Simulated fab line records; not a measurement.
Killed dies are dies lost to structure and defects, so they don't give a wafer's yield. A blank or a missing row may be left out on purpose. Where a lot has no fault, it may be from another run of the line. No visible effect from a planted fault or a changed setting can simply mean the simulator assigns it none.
Problem report, 8D (eight disciplines) form, completed by code + flow gf180mcu + the parts of the form that need people (team, actions taken, sign-off) are left out

## 1. WHAT WENT WRONG
Across 2 wafers from 2 lots, MIM_ALCU_RS at GF_MIM_RS_MEAS_10 averages 0.1438 ohm/sq, while fault-free wafers read 0.1610 ohm/sq with a standard deviation of 0.0016. That is -11 standard deviations from the usual mean.
The step: measures by four-point-probe.
First seen on wafer L589.2, day 28 10:44, on film-metro-03. The record has a number at this step for 30 wafers belonging to 10 lots. Rule for "out" (also "out of limits"): further than 4 standard deviations from the usual mean. The other wafers with a number count as sound.

## 2. WHAT IT IS, AND WHAT IT ISN'T
| question                    | is                           | is not                                                                                 |
|-----------------------------|------------------------------|----------------------------------------------------------------------------------------|
| which readings at this step | MIM_ALCU_RS                  | -                                                                                      |
| which lots                  | L589, L590                   | L580, L582, L583, L586, L588, L597, L598, L601                                         |
| which wafers of those lots  | L589.2, L590.3               | L589.4, L589.6, L590.5, L590.6                                                         |
| read on which gauges        | film-metro-01, film-metro-03 | film-metro-02                                                                          |
| when                        | from day 28 10:44            | up to then (17 sound wafers); but 11 sound wafers of L590, L597, L598, L601 came after |

## 3. THE SUSPECTS, EACH WITH WHAT RULES IT OUT
Counting: if a tool at a process step up to the reading ran every lot that is out, it stays a suspect. Sound lots after the first of them don't rule it out here, since some wafers of a struck lot are sound.
- the gauge at GF_MIM_RS_MEAS_10 has been ruled out. The wafers that are out were read on 2 gauges (film-metro-01, film-metro-03).
- pvd-sputter-04 at GF_MIM_SPUTTER_08 (material AlCu, target thk 200 nm, time 10.6 s): kept. It processed each lot that is out (first: L589, day 28 10:40); up to then, its last sound lot is L588 (day 28 01:04). On those wafers its own readings are out: cathode-dc-power-W.
Remaining after the count: pvd-sputter-04 at GF_MIM_SPUTTER_08.

## 4. THE CAUSE (what the simulator had put in)
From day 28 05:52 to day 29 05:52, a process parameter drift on pvd-sputter-04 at GF_MIM_SPUTTER_08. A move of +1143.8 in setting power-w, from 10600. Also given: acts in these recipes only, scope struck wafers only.
Counting left only this tool.

## 5. THE EFFECT CHAIN, in route order
Rows list readings where the struck wafers' mean (over those with a number) sits beyond 3 standard deviations from the usual. Readings are gone through only where the record gives a usual standard deviation; hours: the median, over the lots, of the time from a lot's start at the first step in this table giving one to that lot's start at this step; sigmas: the change measured in usual standard deviations.
| hours | step                 | reading            | usual         | on struck wafers | change  | sigmas      |
|-------|----------------------|--------------------|---------------|------------------|---------|-------------|
| 0     | GF_MIM_SPUTTER_08    | cathode-dc-power-W | 10600 W       | 11746            | +1146   | +99 or more |
| 0     | GF_MIM_RS_MEAS_10    | MIM_ALCU_RS        | 0.1610 ohm/sq | 0.1438           | -0.0172 | -11         |
| 0     | GF_MIM_THK_MEAS_11   | MIM_ALCU_THK       | 200.2 nm      | 223.5            | +23.3   | +10         |
| 19    | GF_MIM_METAL_ETCH_19 | oes-product-au     | 0.940 a.u.    | 0.980            | +0.040  | +7.1        |
| 19    | GF_MIM_METAL_ETCH_19 | throttle-valve-pct | 28.285 %      | 28.238           | -0.047  | -4.3        |
Its process steps:
- GF_MIM_SPUTTER_08: material AlCu, target thk 200 nm, time 10.6 s.
- GF_MIM_METAL_ETCH_19: etches the open film in Cl2/BCl3, stops on Si3N4, target depth 324.5 nm, time 54.1 s.

## 6. HOW IT WOULD HAVE BEEN CAUGHT EARLIER
Counted from the fault's start at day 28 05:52, it took 5 hours until the first out-of-limits reading at a measuring or inspecting step in this record, taken at day 28 10:44.
Tool's own readings at GF_MIM_SPUTTER_08, cathode-dc-power-W: out on all struck wafers the step has rows for; an alarm limit on them would have tripped on the first.
L590, from the lots that are out (2), started GF_MIM_SPUTTER_08 on pvd-sputter-04 later than day 28 10:44. Putting the tool on hold at that point would have spared it.
